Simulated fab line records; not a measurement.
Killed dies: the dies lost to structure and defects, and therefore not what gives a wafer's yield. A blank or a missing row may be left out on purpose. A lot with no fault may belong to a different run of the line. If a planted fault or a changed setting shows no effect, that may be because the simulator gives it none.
Which of the tools did it? | flow sky130 | 36 wafers from 12 lots sampled at 4 of the route's 708 steps

## WHAT EACH GAUGE READ, for each wafer
SKY_NWELL_OVL_MEAS_10.
lot  | measured    | on         | NWELL_00_OVL (nm)
L468 | day 4 16:34 | overlay-02 | -0.1 -1.0 -1.7
L469 | day 5 00:19 | overlay-01 | -0.7 -1.8 -2.4
L470 | day 5 03:45 | overlay-01 | 0.6 1.6 0.3
L478 | day 7 12:42 | overlay-02 | -0.4 1.4 0.2
L477 | day 7 13:04 | overlay-01 | -0.7 -0.4 0.5
L483 | day 8 10:25 | overlay-02 | -0.3 0.1 -0.5
L482 | day 8 11:22 | overlay-02 | -3.2 -1.1 -2.9
L486 | day 9 06:58 | overlay-01 | -0.1 -0.4 -1.5
L485 | day 9 07:18 | overlay-02 | 0.7 -0.4 -0.5
L487 | day 9 11:58 | overlay-01 | -1.8 -0.9 -0.3
L488 | day 9 12:32 | overlay-02 | -0.6 0.9 2.3
L489 | day 9 20:48 | overlay-02 | -3.6 -0.7 -2.6

SKY_METAL1_RS_MEAS_05: uses a four-point probe to measure.
lot  | measured     | on            | METAL1_ALCU_RS (ohm/sq)
L468 | day 31 08:08 | film_metro-04 | 0.1271 0.1281 0.1272
L469 | day 32 02:59 | film_metro-02 | 0.1258 0.1272 0.1279
L470 | day 32 06:30 | film_metro-03 | 0.1267 0.1264 0.1246
L478 | day 35 15:59 | film_metro-04 | 0.1252 0.1264 0.1251
L477 | day 35 20:16 | film_metro-02 | 0.1245 0.1243 0.1259
L483 | day 36 20:17 | film_metro-04 | 0.1279 0.1263 0.1273
L482 | day 36 21:26 | film_metro-03 | 0.1281 0.1289 0.1260
L486 | day 37 15:55 | film_metro-04 | 0.1247 0.1242 0.1263
L485 | day 37 19:03 | film_metro-03 | 0.1246 0.1269 0.1254
L487 | day 38 01:30 | film_metro-02 | 0.1267 0.1259 0.1267
L488 | day 38 05:46 | film_metro-03 | 0.1251 0.1250 0.1264
L489 | day 38 09:11 | film_metro-02 | 0.1278 0.1282 0.1264

## TOOL THAT RAN EACH LOT (tool first, then ch and the chambers of the sampled wafers, then the start)
lot  | SKY_LDD_HVN_STRIP_09                 | SKY_SD_N_STRIP_11
L468 | plasma_asher-02 ch 0,1, day 20 00:36 | plasma_asher-02 ch 0,1, day 27 14:22
L469 | plasma_asher-01 ch 0,1, day 20 20:41 | plasma_asher-02 ch 0,1, day 28 10:28
L470 | plasma_asher-02 ch 0, day 20 23:15   | plasma_asher-04 ch 0, day 28 13:40
L478 | plasma_asher-02 ch 0,1, day 24 22:15 | plasma_asher-02 ch 0,1, day 32 02:37
L477 | plasma_asher-01 ch 0,1, day 25 00:22 | plasma_asher-04 ch 0,1, day 32 06:28
L483 | plasma_asher-04 ch 0,1, day 26 05:36 | plasma_asher-03 ch 0,1, day 33 06:28
L482 | plasma_asher-02 ch 0,1, day 26 06:12 | plasma_asher-04 ch 0,1, day 33 07:52
L486 | plasma_asher-02 ch 0,1, day 27 03:37 | plasma_asher-02 ch 0,1, day 34 04:27
L485 | plasma_asher-04 ch 0,1, day 27 06:05 | plasma_asher-02 ch 0,1, day 34 07:07
L487 | plasma_asher-04 ch 0,1, day 27 12:57 | plasma_asher-02 ch 0,1, day 34 12:22
L488 | plasma_asher-01 ch 0,1, day 27 19:26 | plasma_asher-03 ch 0,1, day 34 17:52
L489 | plasma_asher-04 ch 0,1, day 27 22:09 | plasma_asher-03 ch 0,1, day 34 19:26
- SKY_LDD_HVN_STRIP_09: strips in O2/N2.
- SKY_SD_N_STRIP_11: strips in O2/N2.

## WHAT THE TOOLS THEMSELVES READ (means of the sampled wafers that have a number; where no wafer has one, the mark that the record gives instead)
SKY_LDD_HVN_STRIP_09.
lot  | tool            | chamber_pressure_mTorr (mTorr) | drypump_motor_current_A (A) | oes_product_au (a.u.) | strip_time_to_endpoint_s (s)
L468 | plasma_asher-02 | 1500.8                         | 5.78                        | 0.406                 | 4.116
L469 | plasma_asher-01 | 1499.5                         | 6.13                        | 0.412                 | 4.143
L470 | plasma_asher-02 | 1500.9                         | 5.90                        | 0.412                 | 4.134
L478 | plasma_asher-02 | 1501.3                         | 5.81                        | 0.406                 | 4.145
L477 | plasma_asher-01 | 1499.4                         | 6.13                        | 0.410                 | 4.143
L483 | plasma_asher-04 | 1499.8                         | 6.21                        | 0.413                 | 4.113
L482 | plasma_asher-02 | 1501.5                         | 5.79                        | 0.408                 | 4.126
L486 | plasma_asher-02 | 1500.3                         | 5.79                        | 0.405                 | 4.128
L485 | plasma_asher-04 | 1500.1                         | 6.15                        | 0.415                 | 4.156
L487 | plasma_asher-04 | 1499.3                         | 6.09                        | 0.409                 | 4.161
L488 | plasma_asher-01 | 1500.3                         | 6.11                        | 0.408                 | 4.131
L489 | plasma_asher-04 | 1499.6                         | 6.09                        | 0.411                 | 4.120

SKY_SD_N_STRIP_11.
lot  | tool            | chamber_pressure_mTorr (mTorr) | drypump_motor_current_A (A) | oes_product_au (a.u.) | strip_time_to_endpoint_s (s)
L468 | plasma_asher-02 | 1500.6                         | 5.8                         | 0.527                 | 22.59
L469 | plasma_asher-02 | 1500.0                         | 5.8                         | 0.531                 | 22.50
L470 | plasma_asher-04 | 1499.4                         | 6.0                         | 0.530                 | 22.49
L478 | plasma_asher-02 | -                              | -                           | -                     | -
L477 | plasma_asher-04 | -                              | -                           | -                     | -
L483 | plasma_asher-03 | 1498.8                         | 6.0                         | 0.530                 | 22.49
L482 | plasma_asher-04 | 1499.9                         | 6.2                         | 0.526                 | 22.53
L486 | plasma_asher-02 | 1501.2                         | 5.8                         | 0.532                 | 22.54
L485 | plasma_asher-02 | 1499.3                         | 5.7                         | 0.525                 | 22.52
L487 | plasma_asher-02 | 1500.6                         | 5.8                         | 0.525                 | 22.54
L488 | plasma_asher-03 | 1500.1                         | 6.2                         | 0.527                 | 22.54
L489 | plasma_asher-03 | 1499.8                         | 6.0                         | 0.528                 | 22.54

## THE ANSWER, worked out from the rows above alone
Rule: usual is defined by the lots themselves. The widest of any qualifying gaps counts: lots, ordered by their means at a reading, are off when they make up no more than a third of the lots, leave a main group of 4 or more, and stand apart from it by 3 or more times the standard deviation of that group's means. A main group is skipped when, at the precision printed for the reading in the tables above, its means are all equal. Also off: a lot with no number at a reading for which 4 or more lots have one. The other lots that the step has rows for count as sound. Order of review: gauges by route order, followed by the tools' own readings, for which a lot's mean as printed above is used. The first step at which some lot is off is used, and at that step the reading that is off furthest; a lot without a number counts as furthest.
Off: L478, L477, at SKY_SD_N_STRIP_11 (chamber_pressure_mTorr). Without a number there: L478, L477. The main group has a mean of 1500.0 mTorr with a standard deviation of 0.67.
A tool fits if, at that step or a process step before it, it ran every lot that is off, and no sound lot after the first of them. No candidate that was tried fits.

## WHAT WAS PUT IN BY THE SIMULATOR
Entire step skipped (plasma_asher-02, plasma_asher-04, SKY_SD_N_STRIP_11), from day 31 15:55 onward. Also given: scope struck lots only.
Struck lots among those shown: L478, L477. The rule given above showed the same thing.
